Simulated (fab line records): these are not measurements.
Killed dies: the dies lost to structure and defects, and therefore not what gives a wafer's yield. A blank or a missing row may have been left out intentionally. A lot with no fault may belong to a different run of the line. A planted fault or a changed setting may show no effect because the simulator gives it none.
Which tool was responsible? ; flow sky130 ; 13 lots with 39 wafers sampled at 4 steps, on a route of 708 steps

## WHAT EACH GAUGE READ, for each wafer
SKY_VIA4_THK_MEAS_20: measures by xrf.
lot;measured;on;VIA4_W_THK (nm)
L716;day 43 17:46;film-metro-01;519 501 512
L717;day 44 05:16;film-metro-03;494 502 506
L718;day 44 09:52;film-metro-01;511 500 498
L720;day 45 08:12;film-metro-02;510 517 520
L721;day 45 12:17;film-metro-01;525 521 523
L722;day 45 18:26;film-metro-03;506 512 506
L723;day 45 20:00;film-metro-02;509 510 507
L727;day 46 18:02;film-metro-01;514 503 507
L730;day 47 11:19;film-metro-03;514 522 521
L733;day 47 21:32;film-metro-01;516 511 509
L735;day 48 11:11;film-metro-03;520 512 506
L737;day 48 16:46;film-metro-03;509 516 521
L738;day 49 01:28;film-metro-01;513 515 515

SKY_METAL5_THK_MEAS_06: measures by xrf.
lot;measured;on;METAL5_ALCU_THK (nm)
L716;day 43 18:40;film-metro-03;1165 1162 1145
L717;day 44 05:55;film-metro-04;1152 1165 1158
L718;day 44 10:42;film-metro-03;1167 1167 1169
L720;day 45 08:53;film-metro-03;1157 1152 1157
L721;day 45 13:03;film-metro-03;1160 1172 1149
L722;day 45 19:12;film-metro-04;1168 1169 1159
L723;day 45 20:39;film-metro-01;1149 1156 1157
L727;day 46 18:42;film-metro-03;1176 1162 1173
L730;day 47 11:58;film-metro-01;1146 1142 1143
L733;day 47 22:10;film-metro-01;1162 1168 1163
L735;day 48 11:50;film-metro-04;1146 1164 1158
L737;day 48 17:25;film-metro-03;1131 1142 1137
L738;day 49 02:07;film-metro-03;1146 1156 1174

## WHAT TOOL EACH LOT RAN ON (gives the tool, then ch and the chambers of the sampled wafers, and finally the start)
lot;SKY_METAL3_SPUTTER_03;SKY_CAP2M_CVD_00
L716;pvd-sputter-01, day 37 03:53;pecvd-02 ch 0,2, day 40 13:40
L717;pvd-sputter-01, day 37 16:46;pecvd-04 ch 1,2, day 41 01:25
L718;pvd-sputter-04, day 37 21:19;pecvd-01 ch 0,1, day 41 05:40
L720;pvd-sputter-01, day 38 23:21;pecvd-04 ch 0,1,2, day 42 06:47
L721;pvd-sputter-01, day 39 04:23;pecvd-04 ch 1,2, day 42 11:46
L722;pvd-sputter-02, day 39 09:35;pecvd-04 ch 2, day 42 16:56
L723;pvd-sputter-01, day 39 13:03;pecvd-04 ch 0,2, day 42 18:33
L727;pvd-sputter-01, day 40 12:04;pecvd-01 ch 0,1, day 43 18:31
L730;pvd-sputter-01, day 41 08:35;pecvd-02 ch 0,1,2, day 44 13:47
L733;pvd-sputter-01, day 42 00:13;pecvd-01 ch 1,2, day 45 02:13
L735;pvd-sputter-02, day 42 14:11;pecvd-04 ch 1,2, day 45 17:20
L737;pvd-sputter-02, day 42 23:59;pecvd-02 ch 0,1,2, day 45 23:53
L738;pvd-sputter-04, day 43 08:42;pecvd-04 ch 0,1,2, day 46 09:35
- SKY_METAL3_SPUTTER_03: material Ti, target thk 5 nm, time 3.3 s.
- SKY_CAP2M_CVD_00: deposits SiO2, target thk 15.5 nm.

## AS READ BY THE TOOLS THEMSELVES (means over the sampled wafers that have a number; for cases with no such wafer, the mark the record gives instead)
SKY_METAL3_SPUTTER_03.
lot;tool;throttle-valve-pct (%)
L716;pvd-sputter-01;30.0
L717;pvd-sputter-01;28.6
L718;pvd-sputter-04;29.8
L720;pvd-sputter-01;28.6
L721;pvd-sputter-01;29.6
L722;pvd-sputter-02;30.1
L723;pvd-sputter-01;28.7
L727;pvd-sputter-01;29.4
L730;pvd-sputter-01;28.7
L733;pvd-sputter-01;28.9
L735;pvd-sputter-02;29.8
L737;pvd-sputter-02;29.9
L738;pvd-sputter-04;30.7

SKY_CAP2M_CVD_00.
lot;tool;heater-power-w (W)
L716;pecvd-02;688
L717;pecvd-04;709
L718;pecvd-01;689
L720;pecvd-04;789
L721;pecvd-04;683
L722;pecvd-04;651
L723;pecvd-04;687
L727;pecvd-01;680
L730;pecvd-02;693
L733;pecvd-01;580
L735;pecvd-04;684
L737;pecvd-02;697
L738;pecvd-04;706

## THE ANSWER, worked out from the rows above alone
Rule: usual is defined by the lots themselves. The widest of any qualifying gaps counts: lots, ordered by their means at a reading, are off when they make up no more than a third of the lots, leave a main group of 4 or more, and stand apart from it by 3 or more times the standard deviation of that group's means. The tables above print the reading to a certain number of digits; a main group whose means all agree to those digits is not used. A lot without any number at a reading at which 4 lots or more have one is off too. All remaining lots with rows at the step are treated as sound. First the gauges in route order, then the tools' own readings, where a lot's mean is used as printed above. The first step at which some lot is off is used, and at that step the reading that is off furthest; a lot without a number counts as furthest.
None of the lots is off at any reading shown; this tells nothing.

## WHAT THE SIMULATOR HAD INSERTED
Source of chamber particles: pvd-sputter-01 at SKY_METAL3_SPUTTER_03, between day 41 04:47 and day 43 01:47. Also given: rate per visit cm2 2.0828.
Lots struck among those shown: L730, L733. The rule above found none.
